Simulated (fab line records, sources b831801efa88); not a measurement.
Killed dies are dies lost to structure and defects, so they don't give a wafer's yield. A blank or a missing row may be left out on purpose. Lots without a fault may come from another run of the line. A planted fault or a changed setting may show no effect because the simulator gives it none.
A struck lot beside a sound one | flow gf180mcu | 35 steps out of a route of 602
Sound: wafers L928.2, L928.3, L928.5. Struck: wafers L933.2, L933.3, L933.4. The cause comes at the end.
At each step with rows: each side's tool, then ch and its chambers, then its first start. Under that, the readings that differ: sound wafers | struck wafers | difference of the means | sigmas: that difference in standard deviations of wafers without a fault.
alike: readings whose means differ by less than 2 such deviations, and words and numbers that are the same on both sides. not compared: withheld readings, readings that some wafer has no value for, bounds like >300 that may hide the same value, and numbers for which the record gives no deviation and whose values overlap.
The two part at a step that has a row with sigmas, a row that says differs or no value, or rows on one side only. Numbers that don't overlap but have no deviation are shown without sigmas and don't part them. A reading that every wafer of one side lacks parts them only if that side has two wafers or more.

first, 8 steps without rows for these wafers: GF_DNWELL_DEHYDRATE_00 (time 60 s); GF_DNWELL_HMDS_01 (prime time 60 s); GF_DNWELL_COAT_02 (resist thk 3000 nm); GF_DNWELL_SOFTBAKE_03; GF_DNWELL_EXPOSE_04 (exposes mask DNWELL, target cd 1700 nm); GF_DNWELL_PEB_05; GF_DNWELL_DEVELOP_06 (develop time 60 s); GF_DNWELL_IMPLANT_07.
GF_DNWELL_STRIP_08: strips in O2/N2.
  sound on plasma_asher-02 ch 0,1, day 5 09:32; struck on plasma_asher-02 ch 0,1, day 6 14:23
  alike: drypump_motor_current_A, heater_power_w, oes_product_au, strip_time_to_endpoint_s
  not compared: rf_hours_counter_h
GF_DNWELL_TW_MEAS_09:
  sound on film_metro-01, day 5 09:38; struck on film_metro-04, day 6 14:29
  alike: DNWELL_TW
then, 2 steps without rows for these wafers: GF_NWELL_DEHYDRATE_00 (time 60 s); GF_NWELL_HMDS_01 (prime time 60 s).
GF_NWELL_COAT_02: resist thk 3021 nm.
  sound on litho_track-04 ch 0, day 5 16:38; struck on litho_track-04, day 6 22:05
  no value came back on the struck wafers for chill_plate_temp_C (C), dispense_pressure_kPa (kPa); on the sound wafers chill_plate_temp_C (C) reads 23.12 23.00 23.00
then, 4 steps without rows for these wafers: GF_NWELL_SOFTBAKE_03; GF_NWELL_EXPOSE_04 (exposes mask Nwell, target cd 860 nm); GF_NWELL_PEB_05; GF_NWELL_DEVELOP_06 (develop time 60 s).
GF_NWELL_OVL_MEAS_07:
  sound on overlay-01, day 6 00:28; struck on overlay-01, day 7 06:08
  reading        | sound          | struck | difference                    | sigmas
  NWELL_OVL (nm) | -1.5 -1.1 -1.5 | - - -  | no value on the struck wafers |
then, 2 steps without rows for these wafers: GF_NWELL_IMPLANT_08; GF_NWELL_IMPLANT_09.
GF_NWELL_STRIP_10: strips in O2/N2.
  sound on plasma_asher-02 ch 0,1, day 6 00:48; struck on plasma_asher-02 ch 0,1, day 7 06:28
  no value came back on the struck wafers for oes_product_au (a.u.), strip_time_to_endpoint_s (s); on the sound wafers oes_product_au (a.u.) reads 0.718 0.725 0.719
  alike: drypump_motor_current_A, heater_power_w
  not compared: rf_hours_counter_h
GF_NWELL_TW_MEAS_11:
  sound on film_metro-04, day 6 00:55; struck on film_metro-03, day 7 06:34
  alike: NWELL_TW
then, 7 steps without rows for these wafers: GF_LVPWELL_DEHYDRATE_00 (time 60 s); GF_LVPWELL_HMDS_01 (prime time 60 s); GF_LVPWELL_COAT_02 (resist thk 3000 nm); GF_LVPWELL_SOFTBAKE_03; GF_LVPWELL_EXPOSE_04 (exposes mask LVPWELL, target cd 600 nm); GF_LVPWELL_PEB_05; GF_LVPWELL_DEVELOP_06 (develop time 60 s).
GF_LVPWELL_OVL_MEAS_07:
  sound on overlay-01, day 6 15:37; struck on overlay-01, day 7 22:41
  alike: LVPWELL_OVL
then, 2 steps without rows for these wafers: GF_LVPWELL_IMPLANT_08; GF_LVPWELL_IMPLANT_09.
GF_LVPWELL_STRIP_10: strips in O2/N2.
  sound on plasma_asher-04 ch 0, day 6 15:57; struck on plasma_asher-04 ch 0,1, day 7 23:01
  reading                      | sound             | struck            | difference | sigmas
  strip_time_to_endpoint_s (s) | 37.14 37.18 37.28 | 36.90 37.03 36.92 | -0.25      | -2
  alike: drypump_motor_current_A, heater_power_w, oes_product_au
  not compared: rf_hours_counter_h
GF_LVPWELL_TW_MEAS_11:
  sound on film_metro-01, day 6 16:04; struck on film_metro-04, day 7 23:22
  reading    | sound       | struck         | difference | sigmas
  LVPWELL_TW | 567 566 566 | 1583 1581 1588 | +1018      | +99 or more
  not compared: hold
GF_PASSIVATION_PROBE_99:
  the record has rows for the sound wafers here (prober-01, day 32 14:50) and none for the struck ones

WHERE THEY PART
First at GF_NWELL_COAT_02; last, within this record, at GF_PASSIVATION_PROBE_99.

WHY: what the simulator had put in
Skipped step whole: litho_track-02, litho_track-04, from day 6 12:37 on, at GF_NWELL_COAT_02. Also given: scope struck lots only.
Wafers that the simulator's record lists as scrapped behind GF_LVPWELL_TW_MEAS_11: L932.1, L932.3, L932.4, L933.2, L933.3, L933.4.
